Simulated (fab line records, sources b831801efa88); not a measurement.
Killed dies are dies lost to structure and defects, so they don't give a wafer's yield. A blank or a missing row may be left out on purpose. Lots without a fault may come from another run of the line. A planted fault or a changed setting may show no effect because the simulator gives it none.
fab line records | flow sky130 | part 1 of 2: steps 1 to 30 of 41
record lots=5 wafers=15 last_day=50
route steps=708 shown POLY_GATE@219 LDD_N@237 LDD_P@255
lots that met no fault: from a run of the same line without faults
start_h: hours from the record's first day to the start of the lot's first wafer shown | wait_h: hours since the lot's step before | " the same as in the row above | L1.1+2: a row that stands for several wafers | - no value, or no start given | * or withheld: withheld | < > ~ a bound
route shown NAME@n: a module of which the file shows steps, and the number in the route of the first | usual: mean/standard deviation of fault-free wafers | same: alike in all rows | chamber/n: place in a boat | sites: the reading at each site | _std_site: their standard deviation | _edge_site: outer sites' mean less inner sites' | radius_mm: how far each site lies from the wafer's centre | mask NAME#n: copy n | behind: the tool/chamber that last shaped the wafer | hold: why the lot was held/for how many hours/how that ended | device: the transistor (n, p or np) that didn't switch | end of line: the same wafers' tests at the end of the route | a step without rows: its recipe alone | killed: dies lost to structure and defects at the first sort, not the wafer's yield | map: a wafer's dies, x killed, . not, _ none there
set.NAME: the setting as run; set.NAME@STEP: as run at that earlier step | model.NAME: the simulator's own value behind a step, which no gauge read
lots at some steps of the route; a table a step, a row a wafer
services: from which hour (start_h, from the record's first day; less than 0 if before it) a tool's chamber was out of use, for how many hours, and why
## steps
# step SKY_POLY_GATE_DEHYDRATE_05
# recipe temp_c=200 time_s=60
# columns lot.wafer tool chamber start_h wait_h
L082.2+3+6 litho_track-03 0 427.65 14.1
L084.1+5+6 litho_track-04 0 442.09 15.2
L086.1+4+6 litho_track-02 0 457.04 15.3
L090.1+4+6 litho_track-04 0 499.69 14.7
L096.1+2+4 litho_track-03 0 582.17 13.5
# step SKY_POLY_GATE_HMDS_06
# recipe prime_time_s=60 prime_temp_c=120
# columns lot.wafer tool chamber start_h wait_h
L082.2+3+6 litho_track-03 0 427.80 0.1
L084.1+5+6 litho_track-04 0 442.24 0.1
L086.1+4+6 litho_track-02 0 457.19 0.1
L090.1+4+6 litho_track-04 0 499.84 0.1
L096.1+2+4 litho_track-03 0 582.32 0.1
# step SKY_POLY_GATE_COAT_07
# recipe resist=BARC temp_c=withheld time_s=withheld spin_rpm=3000 resist_thk_nm=110
# columns lot.wafer tool chamber start_h wait_h
L082.2+3+6 litho_track-03 0 427.95 0.1
L084.1+5+6 litho_track-04 0 442.39 0.1
L086.1+4+6 litho_track-02 0 457.34 0.1
L090.1+4+6 litho_track-04 0 499.99 0.1
L096.1+2+4 litho_track-03 0 582.47 0.1
# step SKY_POLY_GATE_COAT_08
# recipe resist=KrF-thick spin_rpm=3000 resist_thk_nm=450
# columns lot.wafer tool chamber start_h wait_h
L082.2+3+6 litho_track-03 0 - -
L084.1+5+6 litho_track-04 0 - -
L086.1+4+6 litho_track-02 0 - -
L090.1+4+6 litho_track-04 0 - -
L096.1+2+4 litho_track-03 0 - -
# step SKY_POLY_GATE_SOFTBAKE_09
# recipe temp_c=100 time_s=87.67 resist=KrF-thick
# columns lot.wafer tool chamber start_h wait_h
L082.2+3+6 litho_track-03 0 - -
L084.1+5+6 litho_track-04 0 - -
L086.1+4+6 litho_track-02 0 - -
L090.1+4+6 litho_track-04 0 - -
L096.1+2+4 litho_track-03 0 - -
# step SKY_POLY_GATE_EXPOSE_10
# recipe mask_id=P1M na=0.68 source_shape=conventional sigma_outer=0.6 target_cd_nm=150 dose_mj=28
# columns lot.wafer tool chamber start_h wait_h mask
L082.2+3+6 krf_scanner-02 0 - - P1M#0
L084.1+5+6 krf_scanner-02 0 - - P1M#0
L086.1+4+6 krf_scanner-01 0 - - P1M#0
L090.1+4+6 krf_scanner-02 0 - - P1M#0
L096.1+2+4 krf_scanner-02 0 - - P1M#0
# step SKY_POLY_GATE_PEB_11
# recipe peb_temp_c=withheld peb_time_s=withheld resist=KrF-thick
# columns lot.wafer tool chamber start_h wait_h
L082.2+3+6 litho_track-03 0 - -
L084.1+5+6 litho_track-03 0 - -
L086.1+4+6 litho_track-02 0 - -
L090.1+4+6 litho_track-04 0 - -
L096.1+2+4 litho_track-04 0 - -
# step SKY_POLY_GATE_DEVELOP_12
# recipe develop_time_s=60 resist=KrF-thick dev_temp_c=21
# columns lot.wafer tool chamber start_h wait_h
L082.2+3+6 litho_track-03 0 - -
L084.1+5+6 litho_track-03 0 - -
L086.1+4+6 litho_track-02 0 - -
L090.1+4+6 litho_track-04 0 - -
L096.1+2+4 litho_track-04 0 - -
# step SKY_POLY_GATE_CD_MEAS_13
# recipe target_cd_nm=150
# usual cd_nm=150.4/1.9
# columns lot.wafer tool chamber start_h wait_h cd_nm
L082.2 cd_sem-02 - 444.44 - 150.2
L082.3 " - " " 149.3
L082.6 " - " " 149.3
L084.1 cd_sem-02 - 458.32 - 153.9
L084.5 " - " " 154.7
L084.6 " - " " 153.6
L086.1 cd_sem-02 - 473.04 - 146.9
L086.4 " - " " 148.3
L086.6 " - " " 147.8
L090.1 cd_sem-02 - 515.39 - 149.0
L090.4 " - " " 149.7
L090.6 " - " " 149.7
L096.1 cd_sem-01 - 598.19 - 147.9
L096.2 " - " " 146.6
L096.4 " - " " 146.6
# step SKY_POLY_GATE_OVL_MEAS_14
# usual POLY_GATE_OVL=2/7
# columns lot.wafer tool chamber start_h wait_h POLY_GATE_OVL[nm]
L082.2 overlay-02 - 444.55 0.1 -6
L082.3 " - " " -5
L082.6 " - " " -6
L084.1 overlay-02 - 458.44 0.1 2
L084.5 " - " " -1
L084.6 " - " " 11
L086.1 overlay-01 - 473.16 0.1 11
L086.4 " - " " 6
L086.6 " - " " 8
L090.1 overlay-02 - 515.51 0.1 3
L090.4 " - " " 4
L090.6 " - " " -1
L096.1 overlay-01 - 598.31 0.1 -17
L096.2 " - " " -1
L096.4 " - " " -4
# step SKY_POLY_GATE_ETCH_15
# recipe chemistry=N2/H2 target=BARC ion_energy_ev=200 source_w=500 bias_w=100 pressure_mtorr=30 n2_flow_sccm=100 h2_flow_sccm=200 stop_on=SiO2 time_s=118.5 target_depth_a=1100
# usual drypump_motor_current_A=5.80/0.29 oes_product_au=0.717/0.0047 throttle_valve_pct=13.213/0.009
# columns lot.wafer tool chamber start_h wait_h drypump_motor_current_A oes_product_au rf_hours_counter_h throttle_valve_pct
L082.2 rie_diel-03 0 444.58 0.0 6.07 0.715 80 13.211
L082.3 " 2 " " 5.55 0.713 6 13.216
L082.6 " 3 " " 5.65 0.719 - 13.217
L084.1 rie_diel-01 3 458.48 0.0 6.26 0.715 9 13.222
L084.5 " 0 " " 5.98 0.717 - 13.220
L084.6 " 3 " " 6.23 0.714 - 13.214
L086.1 rie_diel-02 3 473.19 0.0 5.63 0.713 64 13.217
L086.4 " 2 " " 5.85 0.717 85 13.204
L086.6 " 0 " " 6.28 0.710 - 13.212
L090.1 rie_diel-01 1 515.55 0.0 5.63 0.706 42 13.199
L090.4 " 3 " " 6.22 0.710 11 13.210
L090.6 " 0 " " 5.90 0.715 - 13.219
L096.1 rie_diel-02 2 598.35 0.0 5.84 0.714 1 13.219
L096.2 " 1 " " 5.71 0.730 7 13.216
L096.4 " 3 " " 5.67 0.718 66 13.207
# step SKY_POLY_GATE_ETCH_16
# recipe stop_on=poly-Si chemistry=CH3F/O2 target=Si3N4 source_w=400 bias_w=80 pressure_mtorr=25 ch3f_flow_sccm=40 O2_flow_sccm=30 time_s=147.5 target_depth_a=750
# usual drypump_motor_current_A=5.79/0.3 oes_product_au=0.642/0.0048 throttle_valve_pct=10.535/0.01
# columns lot.wafer tool chamber start_h wait_h drypump_motor_current_A oes_product_au rf_hours_counter_h throttle_valve_pct
L082.2 rie_diel-03 0 444.66 0.0 6.12 0.647 80 10.536
L082.3 " 2 " " 5.53 0.644 6 10.525
L082.6 " 3 " " 5.59 0.644 - 10.541
L084.1 rie_diel-01 3 458.56 0.0 6.19 0.643 9 10.527
L084.5 " 0 " " 5.94 0.641 - 10.519
L084.6 " 3 " " 6.20 0.648 - 10.544
L086.1 rie_diel-02 3 473.27 0.0 5.61 0.644 64 10.537
L086.4 " 2 " " 5.85 0.646 85 10.537
L086.6 " 0 " " 6.27 0.639 - 10.549
L090.1 rie_diel-01 1 515.63 0.0 5.58 0.634 42 10.534
L090.4 " 3 " " 6.22 0.638 11 10.538
L090.6 " 0 " " 5.92 0.641 - 10.542
L096.1 rie_diel-02 2 598.43 0.0 5.83 0.641 1 10.550
L096.2 " 1 " " 5.71 0.644 7 10.535
L096.4 " 3 " " 5.61 0.645 66 10.524
# step SKY_POLY_GATE_ETCH_17
# recipe target_depth_nm=180 stop_on=SiO2 over_etch_frac=0.56667 chemistry=HBr/Cl2 target=poly-Si icp_w=400 bias_w=100 pressure_mtorr=10 HBr_flow_sccm=150 Cl2_flow_sccm=50 time_s=70.5
# usual drypump_motor_current_A=5.4/0.44 oes_product_au=0.988/0.0061 throttle_valve_pct=33.685/0.0091
# columns lot.wafer tool chamber start_h wait_h drypump_motor_current_A oes_product_au rf_hours_counter_h throttle_valve_pct
L082.2 rie_si-01 3 444.76 0.0 5.2 0.985 5 33.693
L082.3 " 2 " " 4.8 0.987 0 33.688
L082.6 " 3 " " 5.2 0.988 - 33.671
L084.1 rie_si-02 2 458.66 0.0 5.2 0.994 3 33.691
L084.5 " 2 " " 5.2 0.989 - 33.698
L084.6 " 3 " " 5.4 0.990 - 33.671
L086.1 rie_si-02 3 473.37 0.0 5.4 0.991 9 33.686
L086.4 " 2 " " 5.2 0.986 - 33.674
L086.6 " 3 " " 5.4 0.981 - 33.689
L090.1 rie_si-02 0 515.73 0.0 5.5 1.000 0 33.691
L090.4 " 1 " " 6.2 0.989 0 33.674
L090.6 " 3 " " 5.4 0.990 - 33.680
L096.1 rie_si-01 3 598.53 0.0 5.2 0.988 6 33.694
L096.2 " 2 " " 4.8 0.997 1 33.686
L096.4 " 1 " " 6.0 0.987 0 33.701
# step SKY_POLY_GATE_STRIP_18
# recipe chemistry=O2/N2 power_w=1400 pressure_mtorr=1500 platen_temp_c=withheld o2_flow_sccm=3000 n2_flow_sccm=300 overash_fraction=0.5
# usual drypump_motor_current_A=5.9/0.36 oes_product_au=0.361/0.0045 strip_time_to_endpoint_s=3.182/0.029
# same overash_fraction=0.5
# columns lot.wafer tool chamber start_h wait_h drypump_motor_current_A oes_product_au rf_hours_counter_h strip_time_to_endpoint_s
L082.2 plasma_asher-02 1 444.81 0.0 6.1 0.361 33 3.153
L082.3 " 0 " " 5.8 0.363 - 3.143
L082.6 " 1 " " 6.1 0.362 - 3.157
L084.1 plasma_asher-03 0 458.71 0.0 5.6 0.355 76 3.149
L084.5 " 1 " " 6.3 0.355 - 3.143
L084.6 " 0 " " 5.6 0.364 - 3.179
L086.1 plasma_asher-02 0 473.43 0.0 5.8 0.355 36 3.178
L086.4 " 0 " " 5.8 0.370 - 3.192
L086.6 " 1 " " 6.1 0.361 - 3.207
L090.1 plasma_asher-02 0 515.79 0.0 5.8 0.367 40 3.190
L090.4 " 0 " " 5.8 0.354 - 3.152
L090.6 " 0 " " 5.8 0.364 - 3.156
L096.1 plasma_asher-02 1 598.59 0.0 6.1 0.364 48 3.188
L096.2 " 0 " " 5.7 0.371 48 3.181
L096.4 " 0 " " 5.8 0.357 - 3.167
# step SKY_POLY_GATE_CLEAN_19
# recipe chemistry=SC1/SC2 mix=1:4:20 temp_c=70 time_s=150 dry=n2_spin
# usual bath_heat_duty_pct=12.5/1.2
# columns lot.wafer tool chamber start_h wait_h bath_heat_duty_pct
L082.2 wet_bench-03 0 444.91 0.1 13.1
L082.3 " 0 " " 10.7
L082.6 " 0 " " 12.2
L084.1 wet_bench-03 0 458.81 0.1 13.0
L084.5 " 0 " " 11.8
L084.6 " 0 " " 12.4
L086.1 wet_bench-03 1 473.53 0.1 13.4
L086.4 " 1 " " 12.3
L086.6 " 1 " " 13.6
L090.1 wet_bench-02 2 515.89 0.1 12.1
L090.4 " 2 " " 12.0
L090.6 " 2 " " 10.4
L096.1 wet_bench-02 2 598.69 0.1 12.5
L096.2 " 2 " " 11.9
L096.4 " 2 " " 11.8
# step SKY_POLY_GATE_OXIDATION_20
# recipe temp_c=850 ambient=O2 stabilise_s=600 purge_s=300 target_thk_a=40 ox_time_s=899
# usual spike_tc_upper_C=851.0/1.2 tube_center_temp_C_max=852.3/0.35 zone_power_centre_pct=16.4/0.41
# columns lot.wafer tool chamber start_h wait_h spike_tc_upper_C tube_center_temp_C_max zone_power_centre_pct
L082.2 furnace-01 0 446.00 1.0 850.4 852.2 15.8
L082.3 " 0 " " 849.7 853.2 15.8
L082.6 " 0 " " 850.6 852.9 16.0
L084.1 furnace-02 0 458.87 0.0 851.4 851.6 16.6
L084.5 " 0 " " 852.6 852.1 16.7
L084.6 " 0 " " 849.8 852.4 16.5
L086.1 furnace-02 0 474.46 0.9 851.3 852.6 16.7
L086.4 " 0 " " 851.3 852.4 16.6
L086.6 " 0 " " 850.9 852.7 16.6
L090.1 furnace-02 0 515.94 0.0 852.0 852.2 16.7
L090.4 " 0 " " 851.9 852.1 16.6
L090.6 " 0 " " 850.0 851.9 16.5
L096.1 furnace-01 0 598.74 0.0 848.2 852.0 16.1
L096.2 " 0 " " 850.6 852.3 15.8
L096.4 " 0 " " 850.6 852.6 16.0
# step SKY_POLY_GATE_THK_MEAS_21
# recipe reads=SiO2_of_POLY_GATE_OXIDATION_20
# usual POLY_GATE_OXIDATION_THK=4.02/0.088
# columns lot.wafer tool chamber start_h wait_h POLY_GATE_OXIDATION_THK[nm]
L082.2 film_metro-02 - 447.26 0.0 3.93
L082.3 " - " " 4.00
L082.6 " - " " 3.94
L084.1 film_metro-01 - 460.12 0.0 4.05
L084.5 " - " " 4.04
L084.6 " - " " 4.14
L086.1 film_metro-04 - 475.71 0.0 3.95
L086.4 " - " " 4.05
L086.6 " - " " 4.07
L090.1 film_metro-04 - 517.19 0.0 3.98
L090.4 " - " " 4.07
L090.6 " - " " 4.01
L096.1 film_metro-04 - 599.98 0.0 4.00
L096.2 " - " " 4.04
L096.4 " - " " 3.98
# step SKY_POLY_GATE_CD_MEAS_22
# usual cd_nm=150.5/2.3
# columns lot.wafer tool chamber start_h wait_h cd_nm
L082.2 cd_sem-02 - 447.45 0.2 149.6
L082.3 " - " " 148.7
L082.6 " - " " 148.6
L084.1 cd_sem-01 - 460.18 0.1 154.8
L084.5 " - " " 153.7
L084.6 " - " " 154.9
L086.1 cd_sem-01 - 475.77 0.1 147.7
L086.4 " - " " 148.4
L086.6 " - " " 147.0
L090.1 cd_sem-01 - 517.25 0.1 151.8
L090.4 " - " " 149.1
L090.6 " - " " 149.9
L096.1 cd_sem-02 - 600.04 0.1 148.7
L096.2 " - " " 147.5
L096.4 " - " " 146.9
# step SKY_LDD_N_DEHYDRATE_00
# recipe temp_c=200 time_s=60
# columns lot.wafer tool chamber start_h wait_h
L082.2+3+6 litho_track-03 0 462.00 14.5
L084.1+5+6 litho_track-03 0 475.32 15.1
L086.1+4+6 litho_track-04 0 490.39 14.6
L090.1+4+6 litho_track-04 0 531.84 14.6
L096.1+2+4 litho_track-04 0 613.29 13.2
# step SKY_LDD_N_HMDS_01
# recipe prime_time_s=60 prime_temp_c=120
# columns lot.wafer tool chamber start_h wait_h
L082.2+3+6 litho_track-03 0 462.15 0.1
L084.1+5+6 litho_track-03 0 475.47 0.1
L086.1+4+6 litho_track-04 0 490.54 0.1
L090.1+4+6 litho_track-04 0 531.99 0.1
L096.1+2+4 litho_track-04 0 613.44 0.1
# step SKY_LDD_N_COAT_02
# recipe resist=NOVOLAK spin_rpm=3000 resist_thk_nm=300
# columns lot.wafer tool chamber start_h wait_h
L082.2+3+6 litho_track-03 0 462.30 0.1
L084.1+5+6 litho_track-03 0 475.62 0.1
L086.1+4+6 litho_track-04 0 490.69 0.1
L090.1+4+6 litho_track-04 0 532.14 0.1
L096.1+2+4 litho_track-04 0 613.59 0.1
# step SKY_LDD_N_SOFTBAKE_03
# recipe temp_c=90 time_s=60 resist=NOVOLAK
# columns lot.wafer tool chamber start_h wait_h
L082.2+3+6 litho_track-03 0 462.45 0.1
L084.1+5+6 litho_track-03 0 475.77 0.1
L086.1+4+6 litho_track-04 0 490.84 0.1
L090.1+4+6 litho_track-04 0 532.29 0.1
L096.1+2+4 litho_track-04 0 613.74 0.1
# step SKY_LDD_N_EXPOSE_04
# recipe mask_id=NTM target_cd_nm=840 na=0.6 source_shape=conventional sigma_outer=0.6 dose_mj=110
# columns lot.wafer tool chamber start_h wait_h mask
L082.2+3+6 iline_stepper-02 0 - - NTM#0
L084.1+5+6 iline_stepper-01 0 - - NTM#0
L086.1+4+6 iline_stepper-02 0 - - NTM#0
L090.1+4+6 iline_stepper-02 0 - - NTM#0
L096.1+2+4 iline_stepper-01 0 - - NTM#0
# step SKY_LDD_N_PEB_05
# recipe temp_c=withheld time_s=* resist=NOVOLAK
# columns lot.wafer tool chamber start_h wait_h
L082.2+3+6 litho_track-01 0 - -
L084.1+5+6 litho_track-03 0 - -
L086.1+4+6 litho_track-03 0 - -
L090.1+4+6 litho_track-03 0 - -
L096.1+2+4 litho_track-03 0 - -
# step SKY_LDD_N_DEVELOP_06
# recipe develop_time_s=60 dev_temp_c=23.94
# columns lot.wafer tool chamber start_h wait_h
L082.2+3+6 litho_track-01 0 477.78 0.1
L084.1+5+6 litho_track-03 0 490.77 0.1
L086.1+4+6 litho_track-03 0 506.47 0.1
L090.1+4+6 litho_track-03 0 546.87 0.1
L096.1+2+4 litho_track-03 0 628.42 0.1
# step SKY_LDD_N_OVL_MEAS_07
# usual LDD_N_OVL=-0.1/1.3
# columns lot.wafer tool chamber start_h wait_h LDD_N_OVL[nm]
L082.2 overlay-02 - 477.91 0.1 -0.9
L082.3 " - " " -2.9
L082.6 " - " " -1.1
L084.1 overlay-01 - 490.92 0.1 1.7
L084.5 " - " " 1.1
L084.6 " - " " 0.6
L086.1 overlay-01 - 506.62 0.1 0.4
L086.4 " - " " -1.9
L086.6 " - " " -0.2
L090.1 overlay-01 - 547.02 0.1 2.8
L090.4 " - " " 2.6
L090.6 " - " " 1.8
L096.1 overlay-01 - 628.57 0.1 -0.5
L096.2 " - " " -3.1
L096.4 " - " " -1.3
# step SKY_LDD_N_IMPLANT_08
# recipe species=As energy_kev=20 dose_cm2=7.5e+13 tilt_deg=withheld rotation_deg=23
# usual dose_ions_cm2=7.5e+13/8.7e+10
# columns lot.wafer tool chamber start_h wait_h dose_ions_cm2
L082.2 implanter-04 0 477.96 0.0 7.497e+13
L082.3 " 0 " " 7.497e+13
L082.6 " 0 " " 7.503e+13
L084.1 implanter-01 0 490.96 0.0 7.507e+13
L084.5 " 0 " " 7.508e+13
L084.6 " 0 " " 7.503e+13
L086.1 implanter-01 0 506.66 0.0 7.506e+13
L086.4 " 0 " " 7.498e+13
L086.6 " 0 " " 7.498e+13
L090.1 implanter-04 0 547.06 0.0 7.507e+13
L090.4 " 0 " " 7.507e+13
L090.6 " 0 " " 7.509e+13
L096.1 implanter-01 0 628.61 0.0 7.504e+13
L096.2 " 0 " " 7.507e+13
L096.4 " 0 " " 7.5e+13
# step SKY_LDD_N_IMPLANT_09
# recipe species=As energy_kev=20 dose_cm2=7.5e+13 tilt_deg=withheld rotation_deg=113
# usual dose_ions_cm2=7.499e+13/8e+10
# columns lot.wafer tool chamber start_h wait_h dose_ions_cm2
L082.2 implanter-04 0 478.11 0.1 7.494e+13
L082.3 " 0 " " 7.498e+13
L082.6 " 0 " " 7.501e+13
L084.1 implanter-01 0 491.11 0.1 7.499e+13
L084.5 " 0 " " 7.505e+13
L084.6 " 0 " " 7.496e+13
L086.1 implanter-01 0 506.81 0.1 7.504e+13
L086.4 " 0 " " 7.49e+13
L086.6 " 0 " " 7.506e+13
L090.1 implanter-04 0 547.21 0.1 7.506e+13
L090.4 " 0 " " 7.504e+13
L090.6 " 0 " " 7.506e+13
L096.1 implanter-01 0 628.76 0.1 7.495e+13
L096.2 " 0 " " 7.481e+13
L096.4 " 0 " " 7.476e+13
# step SKY_LDD_N_IMPLANT_10
# recipe species=As energy_kev=20 dose_cm2=7.5e+13 tilt_deg=withheld rotation_deg=203
# usual dose_ions_cm2=7.501e+13/8.8e+10
# columns lot.wafer tool chamber start_h wait_h dose_ions_cm2
L082.2 implanter-04 0 478.26 0.1 7.51e+13
L082.3 " 0 " " 7.514e+13
L082.6 " 0 " " 7.502e+13
L084.1 implanter-01 0 491.26 0.1 7.495e+13
L084.5 " 0 " " 7.512e+13
L084.6 " 0 " " 7.501e+13
L086.1 implanter-01 0 506.96 0.1 7.504e+13
L086.4 " 0 " " 7.48e+13
L086.6 " 0 " " 7.491e+13
L090.1 implanter-04 0 547.36 0.1 7.513e+13
L090.4 " 0 " " 7.507e+13
L090.6 " 0 " " 7.496e+13
L096.1 implanter-01 0 628.91 0.1 7.501e+13
L096.2 " 0 " " 7.519e+13
L096.4 " 0 " " 7.514e+13
# step SKY_LDD_N_IMPLANT_11
# recipe species=As energy_kev=20 dose_cm2=7.5e+13 tilt_deg=withheld rotation_deg=293
# usual dose_ions_cm2=7.499e+13/8.8e+10
# columns lot.wafer tool chamber start_h wait_h dose_ions_cm2
L082.2 implanter-04 0 478.41 0.1 7.504e+13
L082.3 " 0 " " 7.496e+13
L082.6 " 0 " " 7.505e+13
L084.1 implanter-01 0 491.41 0.1 7.503e+13
L084.5 " 0 " " 7.5e+13
L084.6 " 0 " " 7.488e+13
L086.1 implanter-01 0 507.11 0.1 7.498e+13
L086.4 " 0 " " 7.48e+13
L086.6 " 0 " " 7.498e+13
L090.1 implanter-04 0 547.51 0.1 7.5e+13
L090.4 " 0 " " 7.493e+13
L090.6 " 0 " " 7.49e+13
L096.1 implanter-01 0 629.06 0.1 7.498e+13
L096.2 " 0 " " 7.516e+13
L096.4 " 0 " " 7.485e+13
